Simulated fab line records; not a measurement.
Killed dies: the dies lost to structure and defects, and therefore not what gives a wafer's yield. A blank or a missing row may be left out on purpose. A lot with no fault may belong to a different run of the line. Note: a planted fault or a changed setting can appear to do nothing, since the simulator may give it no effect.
A single fault, viewed from 2 desks / flow gf180mcu / only its own numbers are on each desk; what lay behind them is given at the end

## FOR THE TOOL OWNER'S DESK: litho track-03
Per lot that ran on this tool, the mean of the sampled wafers carrying a number, from the tool's own readings at GF_POLY_GATE_SOFTBAKE_06 (time 60 s). If a lot's mean is further than 4 standard deviations from the usual mean, the lot is out of limits and carries the mark OUT (the distance appears in the brackets).
Columns: A = run length s at GF_POLY_GATE_SOFTBAKE_06, usual 89.25 s
lot=L259; first seen here=day 8 14:00; A=89.40
lot=L267; first seen here=day 11 01:00; A=102.52 (+63) OUT
lot=L268; first seen here=day 11 08:00; A=102.60 (+64) OUT
This desk finds L267, L268 out of limits, L267 being first, at day 11 01:00 (run length s at GF_POLY_GATE_SOFTBAKE_06). In limits: L259.

## THE METROLOGY DESK
Lot by lot, what the gauges showed, no matter which tool ran the lot: averages of those sampled wafers that carry a number. If a lot's mean is further than 4 standard deviations from the usual mean, the lot is out of limits and carries the mark OUT (the distance appears in the brackets).
Columns: A = DUAL_GATE_OVL at GF_DUAL_GATE_OVL_MEAS_11, usual 0.2 nm; B = POLY_GATE_CVD_00_THK at GF_POLY_GATE_THK_MEAS_01, usual 199.2 nm; C = cd nm at GF_POLY_GATE_CD_MEAS_10, usual 280.6 nm; D = POLY_GATE_OVL at GF_POLY_GATE_OVL_MEAS_11, usual -1 nm
lot=L259; first seen here=day 8 01:36; A=1.2; B=200.3; C=280.9; D=-2
lot=L263; first seen here=day 9 12:09; A=1.2; B=198.7; C=279.6; D=-8
lot=L267; first seen here=day 10 13:00; A=1.0; B=199.7; C=278.4; D=-1
lot=L268; first seen here=day 10 19:45; A=0.3; B=199.0; C=280.4; D=-3
lot=L278; first seen here=day 13 23:51; A=-0.8; B=198.8; C=280.0; D=-6
lot=L281; first seen here=day 14 18:30; A=0.1; B=198.4; C=280.5; D=-1
This desk found nothing out of limits on any of the 6 lots.

## BROUGHT TOGETHER
The tool owner's desk had the chance to raise an alarm at day 11 01:00 on L267, L268.
From the metrology desk's view, nothing was out of limits.
The metrology desk holds a record of L267, L268, inside its limits.
The lots listed all ran GF_POLY_GATE_SOFTBAKE_06 on litho track-03.

## WHAT HAD BEEN PUT IN BY THE SIMULATOR
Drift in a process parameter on litho track-03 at GF_POLY_GATE_SOFTBAKE_06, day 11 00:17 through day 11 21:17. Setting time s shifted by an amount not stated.
Struck lots among those shown: L267, L268.
How many hours passed from the start of the fault until each desk's first out-of-limits reading: the tool owner's desk, 1.
